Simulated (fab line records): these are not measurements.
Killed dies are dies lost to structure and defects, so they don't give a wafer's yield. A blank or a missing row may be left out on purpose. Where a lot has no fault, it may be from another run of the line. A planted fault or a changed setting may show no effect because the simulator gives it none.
Struck lot and sound lot, side by side -- flow sfq_line -- 42 out of 325 route steps
Sound: wafers L697.4, L697.5, L697.6. Struck: wafer L700.3. (L700.2, L700.6 of the same lot were not struck and are left out.) The cause comes at the end.
For every step that has rows: the tool of each side, followed by ch and its chambers, followed by its first start. Under that, the readings that differ: sound wafers -- struck wafers -- difference of the means -- sigmas: that difference in standard deviations of wafers without a fault.
alike: words and numbers the same on both sides, and readings whose means are apart by under 2 such deviations; not compared: readings that were withheld, readings missing a value for some wafer, numbers with overlapping values and no deviation given by the record, and bounds like >300 which may hide the same value.
A row with sigmas, a row that says differs or no value, or rows on one side alone: a step with any of these is where the two part. When numbers do not overlap yet have no deviation, they are printed without sigmas and do not part them. Lack of a reading on every wafer of one side parts them only where that side has two or more wafers.

first, 6 steps without rows for these wafers: SFQ_TRILAYER_M0_LITHO_COAT_026 (resist thk 62 nm); SFQ_TRILAYER_M0_LITHO_COAT_021 (resist thk 600 nm); SFQ_TRILAYER_M0_LITHO_SOFTBAKE_025; SFQ_TRILAYER_M0_LITHO_EXPOSE_022 (exposes mask M0, target cd 500 nm); SFQ_TRILAYER_M0_LITHO_PEB_024 (peb time 60 s); SFQ_TRILAYER_M0_LITHO_DEVELOP_023 (time 60 s).
SFQ_M0_OVL_MEAS_906:
  sound on overlay-02, day 9 02:53; struck on overlay-02, day 10 00:17
  alike: M0_OVL
SFQ_TRILAYER_M0_BARC_OPEN_METAL_ETCH_031: etches BARC in O2, target depth 125 nm, time 41.7 s.
  sound on rie_metal-02 ch 0,1, day 9 02:56; struck on rie_metal-01 ch 1, day 10 00:19
reading,sound,struck,difference,sigmas
drypump_motor_current_A (A),5.57 5.75 5.58,6.32,+0.69,+2
  alike: oes_product_au
  not compared: rf_hours_counter_h
then, 3 steps without rows for these wafers: SFQ_TRILAYER_M0_ETCH_METAL_ETCH_024 (etches Nb in Cl2/Ar, stops on SiO2, target depth 240 nm, time 120 s); SFQ_TRILAYER_M0_STRIP_STRIP_025 (strips in O2); SFQ_TRILAYER_M0_STRIP_SOLV_CLEAN_026 (cleans in NMP, time 600 s).
SFQ_TRILAYER_I0_DEP_PECVD_027: deposits SiO2 from SiH4/N2O, time 111.11 s, target thk 500 nm.
  sound on pecvd-04 ch 0,1,2, day 9 03:55; struck on pecvd-03 ch 0, day 10 01:16
  alike: heater_power_w, throttle_valve_pct
SFQ_TRILAYER_I0_CMP_CMP_028: polishes SiO2.
  sound on cmp-01 ch 1,2,3, day 9 12:32; struck on cmp-01 ch 3, day 10 08:32
reading,sound,struck,difference,sigmas
time_to_endpoint_s (s),221 217 217,172,-46,-6
model.SiO2_of_TRILAYER_I0_DEP_PECVD_027.thk_nm (nm),200.1 198.3 200.6,250.4,+50.7,
  alike: motor_current_A, retaining_ring_pressure_frac
SFQ_I0_BOW_MEAS_907:
  sound on film_metro-03, day 9 14:36; struck on film_metro-01, day 10 11:34
  alike: I0_BOW
SFQ_TRILAYER_I0_METRO_MEASURE_029:
  sound on film_metro-03, day 9 15:16; struck on film_metro-01, day 10 11:52
reading,sound,struck,difference,sigmas
thk_nm (nm),200.2 198.3 200.6,250.5,+50.8,+36
then, 6 steps without rows for these wafers: SFQ_TRILAYER_I0_VIA_LITHO_COAT_036 (resist thk 62 nm); SFQ_TRILAYER_I0_VIA_LITHO_COAT_031 (resist thk 650 nm); SFQ_TRILAYER_I0_VIA_LITHO_SOFTBAKE_035; SFQ_TRILAYER_I0_VIA_LITHO_EXPOSE_032 (exposes mask I0, target cd 500 nm); SFQ_TRILAYER_I0_VIA_LITHO_PEB_034 (peb time 60 s); SFQ_TRILAYER_I0_VIA_LITHO_DEVELOP_033 (time 60 s).
-- the record jumps here: 2 days lie between the struck wafers' starts before and after --
SFQ_I0_OVL_MEAS_908:
  sound on overlay-01, day 11 07:07; struck on overlay-01, day 12 21:29
  alike: I0_OVL
then, 1 step without rows for these wafers: SFQ_TRILAYER_I0_VIA_BARC_OPEN_VIA_ETCH_046 (etches BARC in O2, target depth 125 nm, time 41.7 s).
SFQ_TRILAYER_I0_VIA_ETCH_VIA_ETCH_034: etches SiO2 in CHF3, stops on Nb, target depth 260 nm.
  sound on rie_diel-03 ch 2,3, day 11 07:10; struck on rie_diel-04 ch 2, day 12 21:34
reading,sound,struck,difference,sigmas
oes_product_au (a.u.),0.850 0.853 0.867,0.977,+0.120,+21
model.I0.feature_depth_nm (nm),200.1 198.3 200.6,250.4,+50.7,
model.etch.depth_nm (nm),200.1 198.3 200.6,250.4,+50.7,
  alike: drypump_motor_current_A
SFQ_TRILAYER_I0_VIA_STRIP_STRIP_035: strips in O2.
  sound on rie_metal-02 ch 0,1, day 11 07:29; struck on rie_metal-03 ch 0, day 12 21:52
  alike: drypump_motor_current_A, oes_product_au
  not compared: rf_hours_counter_h
then, 1 step without rows for these wafers: SFQ_TRILAYER_I0_VIA_STRIP_SOLV_CLEAN_036 (cleans in NMP, time 600 s).
SFQ_TRILAYER_M1_DEP_PRE_CLEAN_038: time 22.5 s.
  sound on pvd_sputter-05, day 11 08:04; struck on pvd_sputter-03, day 12 23:02
reading,sound,struck,difference,sigmas
model.SiO2_of_TRILAYER_I0_DEP_PECVD_027.thk_nm (nm),192.6 190.8 193.1,242.9,+50.7,
then, 1 step without rows for these wafers: SFQ_TRILAYER_M1_DEP_SPUTTER_037 (material Nb, target thk 200 nm, time 133.3 s).
SFQ_M1_RS_MEAS_909: the measuring method here is four-point-probe.
  sound on film_metro-03, day 11 08:14; struck on film_metro-02, day 12 23:11
  alike: M1_NB_RS
then, 6 steps without rows for these wafers: SFQ_TRILAYER_M1_LITHO_COAT_044 (resist thk 62 nm); SFQ_TRILAYER_M1_LITHO_COAT_039 (resist thk 600 nm); SFQ_TRILAYER_M1_LITHO_SOFTBAKE_043; SFQ_TRILAYER_M1_LITHO_EXPOSE_040 (exposes mask M1, target cd 500 nm); SFQ_TRILAYER_M1_LITHO_PEB_042 (peb time 60 s); SFQ_TRILAYER_M1_LITHO_DEVELOP_041 (time 60 s).
-- the record jumps here: 2 days lie between the struck wafers' starts before and after --
SFQ_M1_OVL_MEAS_911:
  sound on overlay-01, day 13 20:18; struck on overlay-01, day 15 10:35
  alike: M1_OVL
SFQ_TRILAYER_M1_BARC_OPEN_METAL_ETCH_054: etches BARC in O2, target depth 125 nm, time 41.7 s.
  sound on rie_metal-01 ch 0,1, day 13 20:20; struck on rie_metal-03 ch 0, day 15 10:37
  alike: drypump_motor_current_A, oes_product_au
  not compared: rf_hours_counter_h
SFQ_TRILAYER_M1_ETCH_METAL_ETCH_042: etches Nb in Cl2/Ar, stops on SiO2, target depth 240 nm, time 120 s.
  sound on rie_metal-01 ch 0, day 13 20:25; struck on rie_metal-03 ch 0, day 15 10:41
  alike: drypump_motor_current_A, oes_product_au
  not compared: rf_hours_counter_h
then, 3 steps without rows for these wafers: SFQ_TRILAYER_M1_STRIP_STRIP_043 (strips in O2); SFQ_TRILAYER_M1_STRIP_SOLV_CLEAN_044 (cleans in NMP, time 600 s); SFQ_TRILAYER_I1_DEP_PECVD_045 (deposits SiO2 from SiH4/N2O, time 111.11 s, target thk 500 nm).
-- the record jumps here: 55 days lie between the struck wafers' starts before and after --
SFQ_M8_BOW_MEAS_951:
  sound on film_metro-01, day 68 23:35; struck on film_metro-04, day 70 03:06
reading,sound,struck,difference,sigmas
model.etest.i0.link_ohm,1.976 1.935 1.98,1.998,+0.034,
  alike: M8_BOW

WHERE THEY PART
Earliest at SFQ_TRILAYER_M0_BARC_OPEN_METAL_ETCH_031; latest, in this record, at SFQ_TRILAYER_I0_VIA_ETCH_VIA_ETCH_034. Later steps at which nothing parts them and some readings are alike: SFQ_TRILAYER_I0_VIA_STRIP_STRIP_035, SFQ_M1_RS_MEAS_909, SFQ_M1_OVL_MEAS_911, SFQ_TRILAYER_M1_BARC_OPEN_METAL_ETCH_054, SFQ_TRILAYER_M1_ETCH_METAL_ETCH_042, SFQ_M8_BOW_MEAS_951.

WHY: the cause the simulator had injected
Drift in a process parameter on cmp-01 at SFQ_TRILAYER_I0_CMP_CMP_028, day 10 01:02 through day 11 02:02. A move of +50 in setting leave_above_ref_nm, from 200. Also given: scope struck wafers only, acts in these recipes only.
